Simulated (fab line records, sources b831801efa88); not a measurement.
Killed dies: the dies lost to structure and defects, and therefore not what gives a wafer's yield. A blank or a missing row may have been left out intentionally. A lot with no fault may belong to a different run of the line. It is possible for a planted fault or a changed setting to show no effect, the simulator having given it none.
Matching of chambers / flow sky130 / SKY_FIELD_ISO_ETCH_17 on rie_si-02 has 4 sister chambers
The step etches Si in HBr/Cl2/O2, target depth 342 nm, time 97.7 s. 16 wafers are shown with their chamber, then 7 later ones without.

## WAFERS, EACH WITH ITS CHAMBER
wafer=L999.4; chamber=2; drypump_motor_current_A (A)=5.8; run_length_s (s)=125.6; throttle_valve_pct (%)=25.652
wafer=L999.5; chamber=3; drypump_motor_current_A (A)=5.2; run_length_s (s)=126.4; throttle_valve_pct (%)=25.647
wafer=L999.6; chamber=2; drypump_motor_current_A (A)=5.8; run_length_s (s)=126.0; throttle_valve_pct (%)=25.658
wafer=L101.1; chamber=3; drypump_motor_current_A (A)=5.2; run_length_s (s)=126.5; throttle_valve_pct (%)=25.661
wafer=L101.5; chamber=1; drypump_motor_current_A (A)=6.1; run_length_s (s)=126.1; throttle_valve_pct (%)=25.657
wafer=L101.6; chamber=2; drypump_motor_current_A (A)=5.8; run_length_s (s)=125.9; throttle_valve_pct (%)=25.631
wafer=L103.2; chamber=1; drypump_motor_current_A (A)=6.2; run_length_s (s)=126.2; throttle_valve_pct (%)=25.650
wafer=L103.4; chamber=1; drypump_motor_current_A (A)=6.1; run_length_s (s)=125.8; throttle_valve_pct (%)=25.650
wafer=L103.5; chamber=3; drypump_motor_current_A (A)=5.2; run_length_s (s)=126.5; throttle_valve_pct (%)=25.657
wafer=L104.2; chamber=0; drypump_motor_current_A (A)=5.6; run_length_s (s)=125.8; throttle_valve_pct (%)=25.656
wafer=L104.4; chamber=3; drypump_motor_current_A (A)=5.2; run_length_s (s)=126.3; throttle_valve_pct (%)=25.672
wafer=L104.5; chamber=1; drypump_motor_current_A (A)=6.1; run_length_s (s)=126.4; throttle_valve_pct (%)=25.652
wafer=L108.1; chamber=2; drypump_motor_current_A (A)=5.8; run_length_s (s)=125.5; throttle_valve_pct (%)=25.664
wafer=L108.2; chamber=3; drypump_motor_current_A (A)=5.3; run_length_s (s)=126.3; throttle_valve_pct (%)=25.658
wafer=L108.3; chamber=0; drypump_motor_current_A (A)=5.6; run_length_s (s)=125.6; throttle_valve_pct (%)=25.662
wafer=L109.2; chamber=1; drypump_motor_current_A (A)=6.1; run_length_s (s)=125.9; throttle_valve_pct (%)=25.645

SIGNATURES (averages over the wafers above)
reading=drypump_motor_current_A; chamber 0=5.600; chamber 1=6.120; chamber 2=5.800; chamber 3=5.220; scatter within a chamber=0.0365
reading=run_length_s; chamber 0=125.700; chamber 1=126.080; chamber 2=125.750; chamber 3=126.400; scatter within a chamber=0.195
reading=throttle_valve_pct; chamber 0=25.65900; chamber 1=25.65080; chamber 2=25.65125; chamber 3=25.65900; scatter within a chamber=0.00928
Rule: for each reading, subtract the chamber's mean from the wafer's reading, divide by that reading's scatter and square the result; add these up over the readings and take the root, which gives the wafer's distance from the chamber. If the next closest chamber is less than 2 further off than the closest, the wafer can't be placed; otherwise it belongs to the closest. The scatter: take each reading less its chamber's mean, square it, sum over the shown wafers, divide by the number of wafers less the number of chambers, and take the root.

## WAFERS WITHOUT THEIR CHAMBER
wafer=L109.3; drypump_motor_current_A (A)=5.6; run_length_s (s)=126.0; throttle_valve_pct (%)=25.670
wafer=L109.6; drypump_motor_current_A (A)=6.1; run_length_s (s)=125.7; throttle_valve_pct (%)=25.663
wafer=L111.2; drypump_motor_current_A (A)=5.6; run_length_s (s)=125.6; throttle_valve_pct (%)=25.664
wafer=L111.3; drypump_motor_current_A (A)=5.9; run_length_s (s)=126.3; throttle_valve_pct (%)=25.658
wafer=L111.4; drypump_motor_current_A (A)=6.1; run_length_s (s)=126.0; throttle_valve_pct (%)=25.660
wafer=L119.4; drypump_motor_current_A (A)=5.2; run_length_s (s)=126.2; throttle_valve_pct (%)=25.645
wafer=L120.4; drypump_motor_current_A (A)=5.6; run_length_s (s)=125.7; throttle_valve_pct (%)=25.631

## WHICH CHAMBER EACH WENT THROUGH
wafer=L109.3; from the rows above=0; in truth=0
wafer=L109.6; from the rows above=1; in truth=1
wafer=L111.2; from the rows above=0; in truth=0
wafer=L111.3; from the rows above=2; in truth=2
wafer=L111.4; from the rows above=1; in truth=1
wafer=L119.4; from the rows above=3; in truth=3
wafer=L120.4; from the rows above=0; in truth=0
Correctly placed: 7 of 7. From these rows, 0 cannot be placed. Placed wrongly: 0.
